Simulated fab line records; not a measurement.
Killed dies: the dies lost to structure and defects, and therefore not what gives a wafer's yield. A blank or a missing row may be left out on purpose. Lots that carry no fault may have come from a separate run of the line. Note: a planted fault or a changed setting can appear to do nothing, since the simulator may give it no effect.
Code-filled problem report in 8D (eight disciplines) form | flow sky130 | the parts of the form that need people (team, actions taken, sign-off) are left out

## 1. THE ISSUE
Wafers without a fault read 0.3, standard deviation 0.56; killedAtOther at SKY_PAD_OPEN_PROBE_99 reads a mean of 36.0 on 2 wafers belonging to 2 lots. Measured from the usual mean, that is +64 standard deviations.
First observed at day 49 05:37: wafer L451.2, on prober-02. Wafers with a number at this step in the record: 6, from 2 lots. The rule behind "out" and "out of limits": a value lying over 4 standard deviations away from the usual mean. Any other wafer with a number is counted as sound.

## 2. WHAT IT IS; WHAT IT IS NOT
question                    | is                                              | is not
which readings at this step | killedAtOther, defectLimitedYield, sortYieldPct | killed_at_M0_to_M3, killed_at_M4_up, killedAtContacts, killedAtFrontEnd, killedOpen, killedShort, sort_bin_6_memory
which lots                  | L451, L453                                      | -
which wafers of those lots  | L451.2, L453.3                                  | L451.4, L451.5, L453.4, L453.6
read on which tools         | prober-01, prober-02                            | -
when                        | from day 49 05:37                               | up to then (0 sound wafers); but 4 sound wafers of L451, L453 came after

## 3. THE SUSPECTS, EACH WITH WHAT RULES IT OUT
Counting: a tool at a process step up to the reading stays a suspect if it ran every lot that is out. Sound lots after the first of them don't rule it out here, since some wafers of a struck lot are sound.
- rieMetal-04 at SKY_CAP2M_METAL_ETCH_13 (etches TiN in Cl2/BCl3, stops on SiO2, target depth 220 nm, time 62.9 s): kept. It ran every lot that is out, first L451 (day 44 19:23).
- Within rieMetal-04 at SKY_CAP2M_METAL_ETCH_13: the wafers that are out ran in chamber 1; their sound lot-mates ran in chamber 0.
Remaining after the count: rieMetal-04 at SKY_CAP2M_METAL_ETCH_13.

## 4. THE CAUSE (what the simulator had put in)
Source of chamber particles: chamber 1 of rieMetal-04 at SKY_CAP2M_METAL_ETCH_13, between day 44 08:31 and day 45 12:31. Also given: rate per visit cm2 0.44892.
The count eliminated every tool but this one.

## 5. SEQUENCE OF EFFECTS, ordered by route
Rows list readings where the struck wafers' mean (over those with a number) sits beyond 3 standard deviations from the usual. Only readings whose record carries a usual standard deviation are examined. hours: median over the lots of the time between each lot's start at the first step of this table that gives one and its start at this step. sigmas: the change, counted in usual standard deviations.
hours | step                  | reading              | usual  | on struck wafers | change | sigmas
0     | SKY_PAD_OPEN_PROBE_99 | defectLimitedYield   | 82.2 % | 74.4             | -7.8   | -4.1
0     | SKY_PAD_OPEN_PROBE_99 | killedAtOther        | 0.3    | 36.0             | +35.7  | +64
0     | SKY_PAD_OPEN_PROBE_99 | killedDies           | 88     | 126              | +38    | +4.0
0     | SKY_PAD_OPEN_PROBE_99 | sort_bin_3_pad_short | 0.9 %  | 2.5              | +1.6   | +3.5
0     | SKY_PAD_OPEN_PROBE_99 | sort_bin_5_function  | 10.5 % | 15.2             | +4.7   | +3.1
0     | SKY_PAD_OPEN_PROBE_99 | sortNPass            | 404    | 366              | -38    | -4.0
0     | SKY_PAD_OPEN_PROBE_99 | sortYieldPct         | 82.2 % | 74.4             | -7.8   | -4.1
The process steps in it:
- SKY_PAD_OPEN_PROBE_99

## 6. HOW IT WOULD HAVE BEEN CAUGHT EARLIER
117 hours passed between the start of the fault at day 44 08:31 and the first reading out of limits in this record, taken at day 49 05:37.
No tool reading at SKY_CAP2M_METAL_ETCH_13 that has a usual standard deviation in the record was out on any struck wafer, so an alarm limit of 4 standard deviations on those readings would not have fired.
The start of SKY_CAP2M_METAL_ETCH_13 on rieMetal-04 came by day 49 05:37 for every one of the lots that are out (2). Tool hold at that time: it would have spared none of them.
